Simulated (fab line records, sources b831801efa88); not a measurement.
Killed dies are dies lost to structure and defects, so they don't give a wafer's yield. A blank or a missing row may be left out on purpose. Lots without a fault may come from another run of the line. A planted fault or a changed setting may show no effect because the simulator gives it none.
One fault seen from 2 desks | flow sky130 | each desk has only its own numbers; what lay behind them comes last

THE METROLOGY DESK
What the gauges read, lot by lot, whatever tool the lot ran on: means of the sampled wafers that have a number. A lot is out of limits, marked OUT, if its mean lies more than 4 standard deviations from the usual mean; the brackets give that distance.
Columns: A = POLY_GATE_OXIDATION_THK at SKY_POLY_GATE_THK_MEAS_21, usual 3.98 nm; B = cd_nm at SKY_POLY_GATE_CD_MEAS_22, usual 149.5 nm; C = LDD_N_OVL at SKY_LDD_N_OVL_MEAS_07, usual -1.4 nm
lot  | first seen here | A    | B     | C
L249 | day 17 14:23    | 3.99 | 148.2 | -2.3
L255 | day 19 18:09    | 4.01 | 147.2 | -1.8
L254 | day 19 18:10    | 4.02 | 147.3 | -2.7
L256 | day 20 01:10    | 3.97 | 151.1 | 0.4
L266 | day 23 13:46    | 3.93 | 149.3 | -1.9
L268 | day 24 18:34    | 3.96 | 149.3 | -1.1
This desk's finding: nothing out of limits on any of the 6 lots.

THE TOOL OWNER'S DESK: implanter-01
The tool's own readings at SKY_LDD_N_IMPLANT_09: means of the sampled wafers that have a number, for each lot that ran on this tool. A lot is out of limits, marked OUT, if its mean lies more than 4 standard deviations from the usual mean; the brackets give that distance.
Columns: A = beam_energy_keV at SKY_LDD_N_IMPLANT_09, usual 20.001
lot  | first seen here | A
L255 | day 21 00:29    | 17.761 (-99 or more) OUT
L256 | day 21 06:49    | 17.750 (-99 or more) OUT
L266 | day 24 19:43    | 19.993
This desk's finding: out of limits on L255, L256; first on L255, day 21 00:29 (beam_energy_keV at SKY_LDD_N_IMPLANT_09). In limits: L266.

PUT TOGETHER
The tool owner's desk could have raised an alarm at day 21 00:29, on L255, L256.
The metrology desk saw nothing out of limits.
The metrology desk has L255, L256 on record, within its limits.
Of the lots named, all ran SKY_LDD_N_IMPLANT_09 on implanter-01.

WHAT THE SIMULATOR HAD PUT IN
Process parameter drift: implanter-01, from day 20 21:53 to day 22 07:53, at SKY_LDD_N_IMPLANT_09. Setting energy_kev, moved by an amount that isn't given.
Lots struck among those shown: L255, L256.
Hours from the fault's start to each desk's first reading out of limits: the tool owner's desk, 3.
